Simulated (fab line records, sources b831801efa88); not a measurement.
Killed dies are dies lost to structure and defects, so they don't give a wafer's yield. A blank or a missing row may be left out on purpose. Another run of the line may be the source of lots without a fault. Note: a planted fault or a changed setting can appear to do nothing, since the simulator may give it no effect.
The tool behind it: which one? ; flow gf180mcu ; 7 lots with 21 wafers sampled at 2 steps, on a route of 602 steps

WHAT EACH GAUGE READ, for each wafer
GF_STI_THK_MEAS_30.
lot;measured;on;STI_OXIDATION_02_THK (nm)
L117;day 2 17:17;film-metro-02;9.81 10.01 9.84
L121;day 3 12:41;film-metro-02;10.04 9.94 10.01
L124;day 4 06:45;film-metro-03;10.29 10.20 10.34
L130;day 5 13:56;film-metro-03;16.56 16.23 16.69
L132;day 6 01:08;film-metro-02;16.30 16.17 16.21
L134;day 6 06:56;film-metro-03;9.92 10.08 9.70
L137;day 6 22:37;film-metro-04;10.07 10.19 10.18

EACH LOT AND THE TOOL THAT RAN IT (in order: tool; ch and the chambers of the sampled wafers; start)
lot;GF_STI_OXIDATION_29
L117;furnace-01 ch 0, day 2 15:52
L121;furnace-01 ch 0, day 3 11:16
L124;furnace-01 ch 0, day 4 05:20
L130;furnace-02 ch 0, day 5 10:58 and furnace-01 ch 0, day 5 12:31
L132;furnace-01 ch 0, day 5 21:15 and furnace-02 ch 0, day 5 23:44
L134;furnace-01 ch 0, day 6 05:32
L137;furnace-02 ch 0, day 6 21:13
- GF_STI_OXIDATION_29: stabilise 600 s, purge 300 s, target thk 10 nm.

THE ANSWER, worked out from the rows above alone
Rule: the lots themselves supply what counts as usual. Put in order of their means at a reading, lots are off if they are a third of the lots or fewer, leave a main group of 4 or more, and stand apart from it by a gap of 3 or more times the standard deviation of the main group's means; of several such gaps the widest counts. The tables above print the reading to a certain number of digits; a main group whose means all agree to those digits is not used. A lot without any number at a reading at which 4 lots or more have one is off too. All remaining lots with rows at the step are treated as sound.
Off: at GF_STI_THK_MEAS_30 (STI_OXIDATION_02_THK), L130, L132. The main group has a mean of 10.04 nm with a standard deviation of 0.15.
A tool fits if, at a process step before that reading, it ran every lot that is off, and no sound lot after the first of them. Gauges at GF_STI_THK_MEAS_30: tried the same way as those tools. None of those tried fits.

WHAT WAS PUT IN BY THE SIMULATOR
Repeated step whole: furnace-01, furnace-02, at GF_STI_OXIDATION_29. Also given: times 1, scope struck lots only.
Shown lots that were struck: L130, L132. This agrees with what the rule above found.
